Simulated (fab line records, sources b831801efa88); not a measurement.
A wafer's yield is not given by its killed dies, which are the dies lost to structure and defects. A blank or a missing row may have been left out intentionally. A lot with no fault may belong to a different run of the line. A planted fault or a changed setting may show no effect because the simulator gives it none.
Which tool did it? / flow sky130 / 6 lots, 18 wafers sampled, at 2 steps of a route of 708

== WHAT THE GAUGES READ, wafer by wafer ==
SKY_GATE_OXIDE_THK_MEAS_02.
lot=L146; measured=day 13 02:56; on=filmMetro-03; GATE_OXIDE_OXIDATION_00_THK (nm)=10.68 10.42 10.38
lot=L148; measured=day 14 00:11; on=filmMetro-02; GATE_OXIDE_OXIDATION_00_THK (nm)=9.95 9.94 10.05
lot=L152; measured=day 14 23:47; on=filmMetro-04; GATE_OXIDE_OXIDATION_00_THK (nm)=10.70 10.55 10.73
lot=L156; measured=day 16 21:02; on=filmMetro-02; GATE_OXIDE_OXIDATION_00_THK (nm)=10.81 10.76 10.73
lot=L161; measured=day 18 13:01; on=filmMetro-02; GATE_OXIDE_OXIDATION_00_THK (nm)=10.08 10.29 10.09
lot=L167; measured=day 19 20:08; on=filmMetro-02; GATE_OXIDE_OXIDATION_00_THK (nm)=10.42 10.39 10.49

== WHICH TOOL RAN EACH LOT (tool, then ch and the chambers of the sampled wafers, then the start) ==
lot=L146; SKY_VT_ADJUST_HVTR_STRIP_10=plasmaAsher-02 ch 0,1, day 9 20:35
lot=L148; SKY_VT_ADJUST_HVTR_STRIP_10=plasmaAsher-04 ch 0,1, day 10 15:20
lot=L152; SKY_VT_ADJUST_HVTR_STRIP_10=plasmaAsher-02 ch 0,1, day 11 15:26
lot=L156; SKY_VT_ADJUST_HVTR_STRIP_10=plasmaAsher-02 ch 1, day 12 21:11
lot=L161; SKY_VT_ADJUST_HVTR_STRIP_10=plasmaAsher-04 ch 0, day 14 05:11
lot=L167; SKY_VT_ADJUST_HVTR_STRIP_10=plasmaAsher-04 ch 0,1, day 15 21:02
- SKY_VT_ADJUST_HVTR_STRIP_10: strips in O2/N2.

== THE ANSWER, worked out from the rows above alone ==
Rule: usual is defined by the lots themselves. Put in order of their means at a reading, lots are off if they are a third of the lots or fewer, leave a main group of 4 or more, and stand apart from it by a gap of 3 or more times the standard deviation of the main group's means; of several such gaps the widest counts. A main group whose means are all the same, to the digits that the tables above print for the reading, isn't used. A lot without any number at a reading at which 4 lots or more have one is off too. The other lots that the step has rows for count as sound.
Across all readings shown, no lot is off: no conclusion can be drawn from this.

== WHAT THE SIMULATOR HAD INSERTED ==
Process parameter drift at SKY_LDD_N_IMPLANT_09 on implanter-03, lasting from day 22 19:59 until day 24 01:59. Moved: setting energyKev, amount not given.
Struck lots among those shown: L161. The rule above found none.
